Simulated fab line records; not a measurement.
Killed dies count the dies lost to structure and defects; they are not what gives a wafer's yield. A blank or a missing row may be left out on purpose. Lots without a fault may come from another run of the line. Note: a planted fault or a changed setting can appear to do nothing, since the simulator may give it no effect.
Which of the tools did it? / flow gf180mcu / Sampling: 13 lots, 39 wafers, 5 of 602 route steps

WHAT EACH GAUGE READ, for each wafer
GF_NWELL_TW_MEAS_11. Usual: NWELL_TW typically reads 1565, with standard deviation 12.
lot=L327; measured=day 3 17:23; on=filmMetro-01; NWELL_TW=1552 1549 1547; flag=
lot=L328; measured=day 3 23:34; on=filmMetro-04; NWELL_TW=1578 1578 1584; flag=
lot=L330; measured=day 4 11:05; on=filmMetro-04; NWELL_TW=1579 1588 1583; flag=
lot=L332; measured=day 4 21:35; on=filmMetro-02; NWELL_TW=1556 1572 1566; flag=
lot=L333; measured=day 5 03:37; on=filmMetro-02; NWELL_TW=1551 1550 1553; flag=
lot=L334; measured=day 5 09:14; on=filmMetro-04; NWELL_TW=1589 1568 1582; flag=
lot=L335; measured=day 5 13:43; on=filmMetro-02; NWELL_TW=1560 1556 1549; flag=
lot=L336; measured=day 5 18:23; on=filmMetro-01; NWELL_TW=1556 1551 1548; flag=
lot=L337; measured=day 6 04:05; on=filmMetro-04; NWELL_TW=1645 1641 1645; flag=OFF
lot=L338; measured=day 6 08:39; on=filmMetro-02; NWELL_TW=1553 1547 1554; flag=
lot=L341; measured=day 7 04:01; on=filmMetro-02; NWELL_TW=1629 1631 1644; flag=OFF
lot=L346; measured=day 8 04:37; on=filmMetro-02; NWELL_TW=1558 1558 1555; flag=
lot=L348; measured=day 8 13:49; on=filmMetro-04; NWELL_TW=1573 1558 1566; flag=

GF_VT_IMPLANT_RS_MEAS_47: the measuring method here is four-point-probe. Usual: NWELL_RS typically reads 487.7 ohm/sq, with standard deviation 1.4.
lot=L327; measured=day 8 03:27; on=filmMetro-02; NWELL_RS (ohm/sq)=490.7 489.4 489.2; flag=
lot=L328; measured=day 8 09:45; on=filmMetro-04; NWELL_RS (ohm/sq)=485.6 485.5 485.8; flag=
lot=L330; measured=day 8 22:06; on=filmMetro-02; NWELL_RS (ohm/sq)=489.1 488.4 488.9; flag=
lot=L332; measured=day 9 10:54; on=filmMetro-02; NWELL_RS (ohm/sq)=487.6 486.2 486.4; flag=
lot=L333; measured=day 9 17:10; on=filmMetro-01; NWELL_RS (ohm/sq)=491.2 489.6 489.0; flag=
lot=L334; measured=day 10 00:04; on=filmMetro-04; NWELL_RS (ohm/sq)=487.3 487.4 487.1; flag=
lot=L335; measured=day 10 06:48; on=filmMetro-02; NWELL_RS (ohm/sq)=486.1 486.1 485.5; flag=
lot=L336; measured=day 10 11:08; on=filmMetro-04; NWELL_RS (ohm/sq)=486.8 488.0 487.4; flag=
lot=L337; measured=day 10 20:31; on=filmMetro-01; NWELL_RS (ohm/sq)=429.9 430.6 430.8; flag=OFF
lot=L338; measured=day 11 03:01; on=filmMetro-02; NWELL_RS (ohm/sq)=486.4 487.1 484.6; flag=
lot=L341; measured=day 12 00:44; on=filmMetro-01; NWELL_RS (ohm/sq)=430.7 429.9 428.3; flag=OFF
lot=L346; measured=day 13 07:11; on=filmMetro-04; NWELL_RS (ohm/sq)=487.8 489.0 487.4; flag=
lot=L348; measured=day 13 16:32; on=filmMetro-04; NWELL_RS (ohm/sq)=486.2 486.2 485.0; flag=

GF_M1_OVL_MEAS_15. Usual: M1_OVL typically reads 2 nm, with standard deviation 6.5.
lot=L327; measured=day 18 10:42; on=overlay-01; M1_OVL (nm)=12 -6 11; flag=
lot=L328; measured=day 18 23:18; on=overlay-02; M1_OVL (nm)=5 3 5; flag=
lot=L330; measured=day 19 05:12; on=overlay-02; M1_OVL (nm)=-6 2 0; flag=
lot=L332; measured=day 20 04:18; on=overlay-01; M1_OVL (nm)=-5 5 6; flag=
lot=L333; measured=day 20 03:57; on=overlay-01; M1_OVL (nm)=9 11 0; flag=
lot=L334; measured=day 21 00:22; on=overlay-02; M1_OVL (nm)=-10 9 -2; flag=
lot=L335; measured=day 20 23:10; on=overlay-01; M1_OVL (nm)=0 -3 -2; flag=
lot=L336; measured=day 21 09:35; on=overlay-01; M1_OVL (nm)=-1 13 6; flag=
lot=L337; measured=day 21 20:33; on=overlay-01; M1_OVL (nm)=2 -9 -4; flag=
lot=L338; measured=day 21 23:14; on=overlay-01; M1_OVL (nm)=-1 2 1; flag=
lot=L341; measured=day 23 04:58; on=overlay-01; M1_OVL (nm)=12 -6 7; flag=
lot=L346; measured=day 24 09:02; on=overlay-02; M1_OVL (nm)=12 15 0; flag=
lot=L348; measured=day 24 16:16; on=overlay-01; M1_OVL (nm)=3 -11 6; flag=

TOOL THAT RAN EACH LOT (tool first, then ch and the chambers of the sampled wafers, then the start)
lot=L327; GF_NWELL_IMPLANT_09=implanter-01 ch 0, day 3 17:08; GF_CONTACT_SPUTTER_22=pvdSputter-02, day 17 11:09
lot=L328; GF_NWELL_IMPLANT_09=implanter-03 ch 0, day 3 23:19; GF_CONTACT_SPUTTER_22=pvdSputter-01, day 17 22:49
lot=L330; GF_NWELL_IMPLANT_09=implanter-03 ch 0, day 4 10:50; GF_CONTACT_SPUTTER_22=pvdSputter-03, day 18 04:23
lot=L332; GF_NWELL_IMPLANT_09=implanter-01 ch 0, day 4 21:20; GF_CONTACT_SPUTTER_22=pvdSputter-01, day 19 02:58
lot=L333; GF_NWELL_IMPLANT_09=implanter-01 ch 0, day 5 03:22; GF_CONTACT_SPUTTER_22=pvdSputter-02, day 19 02:25
lot=L334; GF_NWELL_IMPLANT_09=implanter-03 ch 0, day 5 09:01; GF_CONTACT_SPUTTER_22=pvdSputter-01, day 19 23:09
lot=L335; GF_NWELL_IMPLANT_09=implanter-01 ch 0, day 5 13:28; GF_CONTACT_SPUTTER_22=pvdSputter-03, day 19 22:14
lot=L336; GF_NWELL_IMPLANT_09=implanter-01 ch 0, day 5 18:09; GF_CONTACT_SPUTTER_22=pvdSputter-01, day 20 08:47
lot=L337; GF_NWELL_IMPLANT_09=implanter-01 ch 0, day 6 03:31; GF_CONTACT_SPUTTER_22=pvdSputter-02, day 20 19:34
lot=L338; GF_NWELL_IMPLANT_09=implanter-01 ch 0, day 6 08:27; GF_CONTACT_SPUTTER_22=pvdSputter-01, day 20 22:21
lot=L341; GF_NWELL_IMPLANT_09=implanter-03 ch 0, day 7 03:30; GF_CONTACT_SPUTTER_22=pvdSputter-01, day 22 04:42
lot=L346; GF_NWELL_IMPLANT_09=implanter-01 ch 0, day 8 04:23; GF_CONTACT_SPUTTER_22=pvdSputter-01, day 23 09:57
lot=L348; GF_NWELL_IMPLANT_09=implanter-03 ch 0, day 8 13:37; GF_CONTACT_SPUTTER_22=pvdSputter-01, day 23 16:59
- GF_NWELL_IMPLANT_09
- GF_CONTACT_SPUTTER_22: material Ti, target thk 15 nm, time 80.02 s.

AS READ BY THE TOOLS THEMSELVES (means over the sampled wafers that have a number; for cases with no such wafer, the mark the record gives instead)
GF_NWELL_IMPLANT_09. Usual: beamEnergyKeV 159.99, standard deviation 0.046.
lot=L327 tool=implanter-01 beamEnergyKeV=160.04 flag=
lot=L328 tool=implanter-03 beamEnergyKeV=160.03 flag=
lot=L330 tool=implanter-03 beamEnergyKeV=160.02 flag=
lot=L332 tool=implanter-01 beamEnergyKeV=159.97 flag=
lot=L333 tool=implanter-01 beamEnergyKeV=159.97 flag=
lot=L334 tool=implanter-03 beamEnergyKeV=159.98 flag=
lot=L335 tool=implanter-01 beamEnergyKeV=160.03 flag=
lot=L336 tool=implanter-01 beamEnergyKeV=159.97 flag=
lot=L337 tool=implanter-01 beamEnergyKeV=160.02 flag=
lot=L338 tool=implanter-01 beamEnergyKeV=159.95 flag=
lot=L341 tool=implanter-03 beamEnergyKeV=159.98 flag=
lot=L346 tool=implanter-01 beamEnergyKeV=160.03 flag=
lot=L348 tool=implanter-03 beamEnergyKeV=160.00 flag=

GF_CONTACT_SPUTTER_22. Usual: substrateTempC 199.98 C, standard deviation 0.16; throttleValvePct 30.3 %, standard deviation 1.
lot=L327; tool=pvdSputter-02; substrateTempC (C)=199.94; throttleValvePct (%)=31.5; flag=
lot=L328; tool=pvdSputter-01; substrateTempC (C)=200.03; throttleValvePct (%)=30.1; flag=
lot=L330; tool=pvdSputter-03; substrateTempC (C)=199.83; throttleValvePct (%)=29.1; flag=
lot=L332; tool=pvdSputter-01; substrateTempC (C)=199.98; throttleValvePct (%)=31.2; flag=
lot=L333; tool=pvdSputter-02; substrateTempC (C)=199.80; throttleValvePct (%)=31.4; flag=
lot=L334; tool=pvdSputter-01; substrateTempC (C)=200.13; throttleValvePct (%)=30.6; flag=
lot=L335; tool=pvdSputter-03; substrateTempC (C)=200.07; throttleValvePct (%)=29.4; flag=
lot=L336; tool=pvdSputter-01; substrateTempC (C)=200.01; throttleValvePct (%)=30.2; flag=
lot=L337; tool=pvdSputter-02; substrateTempC (C)=199.95; throttleValvePct (%)=31.5; flag=
lot=L338; tool=pvdSputter-01; substrateTempC (C)=199.92; throttleValvePct (%)=29.8; flag=
lot=L341; tool=pvdSputter-01; substrateTempC (C)=199.88; throttleValvePct (%)=30.7; flag=
lot=L346; tool=pvdSputter-01; substrateTempC (C)=199.98; throttleValvePct (%)=29.8; flag=
lot=L348; tool=pvdSputter-01; substrateTempC (C)=200.02; throttleValvePct (%)=29.9; flag=

THE ANSWER, worked out from the rows above alone
Rule: a lot is off if the mean of its wafers that have a number lies more than 3 standard deviations from the usual mean. A lot without any number at a reading at which 4 lots or more have one is off too. All remaining lots with rows at the step are treated as sound. The gauges are gone through in route order, then the tools' own readings, and for those a lot's mean is taken as printed above. The first step at which some lot is off is used, and at that step the reading that is off furthest; a lot without a number counts as furthest.
Off: L337, L341, seen at GF_NWELL_TW_MEAS_11 (NWELL_TW).
If a tool, at a process step before that reading, ran all the lots that are off and no sound lot after the first of them, it fits. Not tried: the gauges at GF_NWELL_TW_MEAS_11; whatever is off there is also off at GF_VT_IMPLANT_RS_MEAS_47, on other tools, and gauge error can't account for it. None of those tried fits.

WHAT THE SIMULATOR HAD INSERTED
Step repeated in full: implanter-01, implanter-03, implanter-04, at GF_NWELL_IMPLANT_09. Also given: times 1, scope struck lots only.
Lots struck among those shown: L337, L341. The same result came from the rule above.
